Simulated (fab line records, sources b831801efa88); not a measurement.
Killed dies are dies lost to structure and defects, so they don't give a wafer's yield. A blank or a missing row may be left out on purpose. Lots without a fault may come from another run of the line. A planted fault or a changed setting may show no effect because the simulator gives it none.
Which tool did it? | flow sky130 | 13 lots, 39 wafers sampled, at 3 steps of a route of 708

WHAT THE GAUGES READ, wafer by wafer
SKY_VIA4_THK_MEAS_20: measures by xrf. Usual: VIA4_W_THK 519 nm, standard deviation 6.5.
lot  | measured     | on            | VIA4_W_THK (nm) | flag
L578 | day 42 06:32 | film_metro-02 | 521 519 517     |
L579 | day 42 20:05 | film_metro-01 | 514 509 513     |
L580 | day 43 06:07 | film_metro-01 | 516 525 512     |
L581 | day 43 08:44 | film_metro-03 | 524 526 528     |
L582 | day 44 01:21 | film_metro-03 | 525 529 518     |
L583 | day 44 01:29 | film_metro-01 | 518 518 513     |
L585 | day 44 15:14 | film_metro-03 | 526 517 520     |
L586 | day 44 23:32 | film_metro-02 | 528 514 519     |
L587 | day 45 18:01 | film_metro-03 | 523 511 520     |
L592 | day 47 07:15 | film_metro-03 | 526 527 528     |
L594 | day 47 09:06 | film_metro-03 | 520 527 518     |
L598 | day 47 22:28 | film_metro-03 | 530 522 519     |
L600 | day 48 15:41 | film_metro-02 | 506 511 508     |

WHICH TOOL RAN EACH LOT (tool, then ch and the chambers of the sampled wafers, then the start)
lot  | SKY_SONOS_ONO_ETCH_15              | SKY_VIA4_STRIP_13
L578 | rie_diel-02 ch 1,2,3, day 12 08:38 | plasma_asher-01 ch 0,1, day 42 05:36
L579 | rie_diel-03 ch 2,3, day 12 16:57   | plasma_asher-04 ch 0,1, day 42 19:08
L580 | rie_diel-04 ch 0,3, day 13 03:42   | plasma_asher-04 ch 0,1, day 43 05:11
L581 | rie_diel-02 ch 1,2,3, day 13 08:36 | plasma_asher-01 ch 0,1, day 43 07:47
L582 | rie_diel-04 ch 0,1,2, day 14 03:09 | plasma_asher-02 ch 0,1, day 44 00:25
L583 | rie_diel-03 ch 0,2,3, day 14 03:33 | plasma_asher-04 ch 0,1, day 44 00:29
L585 | rie_diel-04 ch 0,1, day 14 22:27   | plasma_asher-04 ch 0,1, day 44 14:19
L586 | rie_diel-02 ch 0,2,3, day 15 07:39 | plasma_asher-04 ch 0,1, day 44 22:36
L587 | rie_diel-03 ch 0,2,3, day 16 02:39 | plasma_asher-04 ch 0,1, day 45 17:05
L592 | rie_diel-03 ch 0,2,3, day 18 15:51 | plasma_asher-01 ch 0,1, day 47 06:18
L594 | rie_diel-03 ch 0,2, day 18 18:18   | plasma_asher-02 ch 0,1, day 47 07:56
L598 | rie_diel-04 ch 0,1,3, day 19 11:53 | plasma_asher-01 ch 0,1, day 47 21:32
L600 | rie_diel-02 ch 0,1,2, day 20 12:26 | plasma_asher-02 ch 0,1, day 48 14:42
- SKY_SONOS_ONO_ETCH_15: etches the open film in CHF3/O2, target depth 19.52 nm, time 7.8 s.
- SKY_VIA4_STRIP_13: strips in O2/N2.

WHAT THE TOOLS THEMSELVES READ (means of the sampled wafers that have a number; where no wafer has one, the mark that the record gives instead)
SKY_SONOS_ONO_ETCH_15. Usual: drypump_motor_current_A 5.8 A, standard deviation 0.41; oes_product_au 0.999 a.u., standard deviation 0.01; throttle_valve_pct 8.824 %, standard deviation 0.0094.
lot  | tool        | drypump_motor_current_A (A) | oes_product_au (a.u.) | throttle_valve_pct (%) | flag
L578 | rie_diel-02 | 6.2                         | 0.999                 | 8.830                  |
L579 | rie_diel-03 | 5.7                         | 0.999                 | 8.828                  |
L580 | rie_diel-04 | 5.3                         | 1.003                 | 8.837                  |
L581 | rie_diel-02 | 6.2                         | 0.999                 | 8.824                  |
L582 | rie_diel-04 | 5.4                         | 1.000                 | 8.822                  |
L583 | rie_diel-03 | 5.5                         | 1.011                 | 8.826                  |
L585 | rie_diel-04 | 5.4                         | 1.009                 | 8.826                  |
L586 | rie_diel-02 | 6.2                         | 0.993                 | 8.823                  |
L587 | rie_diel-03 | 5.6                         | 0.993                 | 8.830                  |
L592 | rie_diel-03 | 5.5                         | 1.011                 | 8.829                  |
L594 | rie_diel-03 | 5.4                         | 1.006                 | 8.824                  |
L598 | rie_diel-04 | 5.4                         | 0.995                 | 8.824                  |
L600 | rie_diel-02 | 6.1                         | 0.993                 | 8.828                  |

SKY_VIA4_STRIP_13. Usual: drypump_motor_current_A 5.5 A, standard deviation 0.43; oes_product_au 0.710 a.u., standard deviation 0.0044; strip_time_to_endpoint_s 12.802 s, standard deviation 0.028.
lot  | tool            | drypump_motor_current_A (A) | oes_product_au (a.u.) | strip_time_to_endpoint_s (s) | flag
L578 | plasma_asher-01 | 5.6                         | 0.709                 | 12.809                       |
L579 | plasma_asher-04 | 5.6                         | 0.711                 | 12.823                       |
L580 | plasma_asher-04 | 5.3                         | 0.710                 | 12.804                       |
L581 | plasma_asher-01 | 5.6                         | 0.711                 | 12.808                       |
L582 | plasma_asher-02 | 5.5                         | 0.712                 | 12.811                       |
L583 | plasma_asher-04 | 5.3                         | 0.709                 | 12.805                       |
L585 | plasma_asher-04 | 5.6                         | 0.705                 | 12.734                       |
L586 | plasma_asher-04 | 5.6                         | 0.710                 | 12.807                       |
L587 | plasma_asher-04 | 5.6                         | 0.710                 | 12.814                       |
L592 | plasma_asher-01 | 5.6                         | 0.712                 | 12.834                       |
L594 | plasma_asher-02 | 5.7                         | 0.709                 | 12.787                       |
L598 | plasma_asher-01 | 5.4                         | 0.706                 | 12.841                       |
L600 | plasma_asher-02 | 5.5                         | 0.707                 | 12.804                       |

THE ANSWER, worked out from the rows above alone
Rule: a lot is off if the mean of its wafers that have a number lies more than 3 standard deviations from the usual mean. A lot without any number at a reading at which 4 lots or more have one is off too. The other lots that the step has rows for count as sound. The gauges are gone through in route order, then the tools' own readings, and for those a lot's mean is taken as printed above. The first step at which some lot is off is used, and at that step the reading that is off furthest; a lot without a number counts as furthest.
No lot is off at any reading shown: from this, nothing can be told.

WHAT THE SIMULATOR HAD PUT IN
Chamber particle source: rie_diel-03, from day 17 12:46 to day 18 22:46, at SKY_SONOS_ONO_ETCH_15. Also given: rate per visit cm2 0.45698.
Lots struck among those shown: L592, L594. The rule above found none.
